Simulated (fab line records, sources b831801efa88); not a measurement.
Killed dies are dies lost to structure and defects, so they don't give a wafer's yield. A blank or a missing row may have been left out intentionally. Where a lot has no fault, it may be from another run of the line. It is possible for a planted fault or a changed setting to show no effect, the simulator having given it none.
8D (eight disciplines) problem report, filled in by code + flow sky130 + the parts of the form that need people (team, actions taken, sign-off) are left out

## 1. THE PROBLEM
At SKY_VT_ADJUST_NCORE_STRIP_10, stripTimeToEndpointS averages 13.38 s over 2 wafers from 2 lots, while fault-free wafers read 14.17 s, standard deviation 0.034. Relative to the usual mean, that is a shift of -23 standard deviations.
The step: strips in O2/N2.
First observed at day 13 07:13: wafer L973.4, on plasmaAsher-04. At this step, 31 wafers from 11 lots have a number in the record. The rule behind "out" and "out of limits": a value lying over 4 standard deviations away from the usual mean. Any other wafer with a number is counted as sound.

## 2. WHAT IT IS, WHAT IT ISN'T
| question                    | is                   | is not                                                                    |
|-----------------------------|----------------------|---------------------------------------------------------------------------|
| which readings at this step | stripTimeToEndpointS | chamberPressureMTorr, drypumpMotorCurrentA, oesProductAu                  |
| which lots                  | L973, L975           | L959, L960, L961, L965, L966, L967, L969, L970, L978                      |
| which wafers of those lots  | L973.4, L975.5       | L973.3, L975.2                                                            |
| read on which tools         | plasmaAsher-04       | plasmaAsher-02, plasmaAsher-03                                            |
| when                        | from day 13 07:13    | up to then (25 sound wafers); but 4 sound wafers of L975, L978 came after |

## 3. SUSPECTS, AND WHAT RULES EACH OUT
Counting: if a tool at a process step up to the reading ran every lot that is out, it stays a suspect. Sound lots after the first of them don't rule it out here, since some wafers of a struck lot are sound.
- plasmaAsher-04 at SKY_VT_ADJUST_LVTN_STRIP_09 (strips in O2/N2): kept. It processed each lot that is out (first: L973, day 11 02:02); up to then, its last sound lot is L967 (day 9 14:06).
- lithoTrack-02 at SKY_VT_ADJUST_NCORE_COAT_02 (resist thk 1140 nm): kept. It processed each lot that is out (first: L973, day 12 14:46); up to then, its last sound lot is L970 (day 11 14:51).
- plasmaAsher-04 at SKY_VT_ADJUST_NCORE_STRIP_10 (strips in O2/N2): kept. It processed each lot that is out (first: L973, day 13 07:13); up to then, its last sound lot is L967 (day 11 10:04). On those wafers its own readings are out: stripTimeToEndpointS.
After the count, these remain: plasmaAsher-04 at SKY_VT_ADJUST_LVTN_STRIP_09, lithoTrack-02 at SKY_VT_ADJUST_NCORE_COAT_02 and plasmaAsher-04 at SKY_VT_ADJUST_NCORE_STRIP_10.

## 4. THE CAUSE (what the simulator had put in)
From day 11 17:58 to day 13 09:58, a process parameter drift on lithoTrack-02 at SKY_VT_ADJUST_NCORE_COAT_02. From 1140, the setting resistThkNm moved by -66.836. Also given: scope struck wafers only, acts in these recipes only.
Of the 3 suspects that counting leaves, this tool is one.

## 5. THE EFFECT CHAIN, in route order
Each row: a reading whose mean over the struck wafers that have a number lies more than 3 standard deviations from the usual. Only readings for which the record gives a usual standard deviation are gone through. hours: the time from each lot's start at the first step in this table that gives one to its start at this step, as a median over the lots. sigmas: the change in usual standard deviations.
| hours | step                           | reading              | usual    | on struck wafers | change | sigmas |
|-------|--------------------------------|----------------------|----------|------------------|--------|--------|
| 0     | SKY_VT_ADJUST_NCORE_CD_MEAS_07 | cdNm                 | 380.0 nm | 389.6            | +9.6   | +3.7   |
| 2     | SKY_VT_ADJUST_NCORE_STRIP_10   | stripTimeToEndpointS | 14.17 s  | 13.38            | -0.79  | -23    |
It contains these process steps:
- SKY_VT_ADJUST_NCORE_STRIP_10: strips in O2/N2.
Later measuring or inspecting steps at which every struck wafer that the step has a row for has a number for every such reading, and none has moved that far: SKY_VT_ADJUST_HVTR_CD_MEAS_07.

## 6. HOW IT WOULD HAVE BEEN CAUGHT EARLIER
First out-of-limits reading in this record: day 13 07:13, which is 37 hours after fault onset at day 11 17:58.
The start of SKY_VT_ADJUST_NCORE_COAT_02 on lithoTrack-02 came by day 13 07:13 for every one of the lots that are out (2). Tool hold at that time: it would have spared none of them.
